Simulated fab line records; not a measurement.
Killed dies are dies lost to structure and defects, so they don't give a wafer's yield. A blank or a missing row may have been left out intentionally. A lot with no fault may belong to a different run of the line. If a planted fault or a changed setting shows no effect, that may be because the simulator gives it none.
Check of tool commonality | flow gf180mcu | Sampled: 13 lots, 39 wafers

== WHAT PROMPTED THE OPENING ==
Of 13 lots, 1 have the reading HV_LDD_TW flagged at GF_HV_LDD_TW_MEAS_11. No-fault wafers: 2421, standard deviation 18.
Rule: a lot is flagged when every wafer of it that has a number lies more than 4 standard deviations from that mean, or none has a number. All remaining lots are regarded as sound.

lot  | measured     | on            | HV_LDD_TW, wafer by wafer | flag
L422 | day 10 00:24 | film metro-04 | 2404 2405 2409            |
L424 | day 10 15:23 | film metro-04 | 2395 2407 2392            |
L426 | day 11 11:59 | film metro-01 | 2414 2421 2410            |
L427 | day 11 15:23 | film metro-01 | 2408 2403 2417            |
L428 | day 11 23:39 | film metro-02 | 2450 2446 2438            |
L433 | day 13 11:57 | film metro-04 | 30 30 30                  | FLAGGED
L438 | day 14 23:58 | film metro-01 | 2433 2436 2430            |
L440 | day 15 22:11 | film metro-02 | 2433 2435 2444            |
L441 | day 15 22:32 | film metro-01 | 2425 2423 2410            |
L442 | day 16 04:56 | film metro-04 | 2397 2409 2407            |
L443 | day 16 11:57 | film metro-02 | 2427 2428 2432            |
L444 | day 16 21:15 | film metro-04 | 2404 2408 2404            |
L445 | day 17 02:43 | film metro-04 | 2398 2405 2396            |
Flagged lots average 30: -2391 relative to the usual, that is -99 or more standard deviations.

== EACH LOT AND THE TOOL IT RAN ON ==
The record holds 1 process step before the reading, out of a route of 602 steps. In each cell: the tool, then ch and the chambers that the sampled wafers went through, then the start.
lot  | flag    | GF_HV_LDD_EXPOSE_04
L422 |         | iline stepper-01 ch 0, day 9 15:35
L424 |         | iline stepper-02 ch 0, day 10 06:17
L426 |         | iline stepper-02 ch 0, day 11 02:29
L427 |         | iline stepper-02 ch 0, day 11 05:53
L428 |         | iline stepper-01 ch 0, day 11 13:35
L433 | FLAGGED | iline stepper-02 ch 0, day 13 01:43
L438 |         | iline stepper-01 ch 0, day 14 13:13
L440 |         | iline stepper-02 ch 0, day 15 10:40
L441 |         | iline stepper-01 ch 0, day 15 11:55
L442 |         | iline stepper-02 ch 0, day 15 18:23
L443 |         | iline stepper-02 ch 0, day 16 00:17
L444 |         | iline stepper-02 ch 0, day 16 09:41
L445 |         | iline stepper-02 ch 0, day 16 15:34
What these steps do:
- GF_HV_LDD_EXPOSE_04: exposes mask Nplus LV AREA, target cd 400 nm.
- GF_HV_LDD_TW_MEAS_11

== FLAGGED AGAINST TOTAL, ONE TOOL AT A TIME (gauges that did the reading follow at the end) ==
step                 | tool             | lots run | flagged | share of the flagged lots | sound lots run after its first flagged lot
GF_HV_LDD_EXPOSE_04  | iline stepper-01 | 4        | 0       | none                      | -
GF_HV_LDD_EXPOSE_04  | iline stepper-02 | 9        | 1       | all                       | 5 (L440,L442,L443,L444,L445)
GF_HV_LDD_TW_MEAS_11 | film metro-01    | 4        | 0       | none                      | -
GF_HV_LDD_TW_MEAS_11 | film metro-02    | 3        | 0       | none                      | -
GF_HV_LDD_TW_MEAS_11 | film metro-04    | 6        | 1       | all                       | 3 (L442,L444,L445)

== WHAT IS ALLOWED BY THE TABLE ==
Rows of the table that ran all the flagged lots, 2 in number: iline stepper-02 at GF_HV_LDD_EXPOSE_04; film metro-04 at GF_HV_LDD_TW_MEAS_11.
- iline stepper-02 at GF_HV_LDD_EXPOSE_04: 1 of its 9 lots flagged. After the first flagged lot (L440, L442, L443, L444, L445), sound lots still ran on it; a lasting fault on the whole tool would not permit that.
- film metro-04 at GF_HV_LDD_TW_MEAS_11: 1 of its 6 lots flagged. After the first flagged lot (L442, L444, L445), sound lots still ran on it; a lasting fault on the whole tool would not permit that.
Not one row of the table ran every flagged lot while running no sound lot after the first.

== WHAT THE SIMULATOR HAD INSERTED ==
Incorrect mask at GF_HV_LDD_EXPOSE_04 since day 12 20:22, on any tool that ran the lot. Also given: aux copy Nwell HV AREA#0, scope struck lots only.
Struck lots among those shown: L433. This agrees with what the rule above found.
